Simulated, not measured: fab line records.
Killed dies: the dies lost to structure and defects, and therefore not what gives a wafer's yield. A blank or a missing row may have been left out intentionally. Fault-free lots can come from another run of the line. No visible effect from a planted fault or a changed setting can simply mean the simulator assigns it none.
Matching of chambers ; flow gf180mcu ; rieDiel-01 running GF_POLY_GATE_ETCH_12: 4 sister chambers
The step etches BARC in N2/H2. 14 wafers are shown with their chamber, then 7 later ones without.

## WAFERS PAIRED WITH THEIR CHAMBERS
wafer;chamber;drypumpMotorCurrentA (A);throttleValvePct (%);oesProductAu (a.u.)
L244.1;3;4.7;13.211;0.733
L244.2;1;5.0;13.213;0.736
L244.5;2;5.9;13.216;0.732
L256.2;2;5.9;13.207;0.725
L256.3;3;4.7;13.226;0.736
L256.6;0;5.5;13.222;0.736
L263.1;3;4.7;13.206;0.737
L263.5;2;5.9;13.199;0.730
L263.6;1;5.0;13.203;0.733
L264.2;0;5.6;13.228;0.730
L264.3;2;5.9;13.216;0.738
L264.5;3;4.7;13.187;0.733
L265.1;1;5.0;13.222;0.740
L265.2;2;5.9;13.209;0.740

SIGNATURES (means of the wafers above)
reading;chamber 0;chamber 1;chamber 2;chamber 3;scatter within a chamber
drypumpMotorCurrentA;5.550;5.000;5.900;4.700;0.0224
throttleValvePct;13.22500;13.21267;13.20940;13.20750;0.0108
oesProductAu;0.73300;0.73633;0.73300;0.73475;0.00451
Rule: a wafer lies at a distance from a chamber equal to the root of the sum of squares, over the readings, of (its reading less the chamber's mean, divided by the reading's scatter). If the next closest chamber is less than 2 further off than the closest, the wafer can't be placed; otherwise it belongs to the closest. The scatter: take each reading less its chamber's mean, square it, sum over the shown wafers, divide by the number of wafers less the number of chambers, and take the root.

## WAFERS WHOSE CHAMBER IS MISSING
wafer;drypumpMotorCurrentA (A);throttleValvePct (%);oesProductAu (a.u.)
L265.6;4.7;13.200;0.744
L266.3;5.5;13.226;0.737
L266.4;5.9;13.219;0.735
L266.5;4.7;13.207;0.733
L267.2;5.0;13.216;0.736
L267.4;5.6;13.222;0.732
L267.6;5.0;13.218;0.731

## THE CHAMBER EACH PASSED THROUGH
wafer;from the rows above;in truth
L265.6;3;3
L266.3;0;0
L266.4;2;2
L266.5;3;3
L267.2;1;1
L267.4;0;0
L267.6;1;1
Placed correctly: 7 of 7. Number that these rows cannot place: 0. Number placed wrongly: 0.
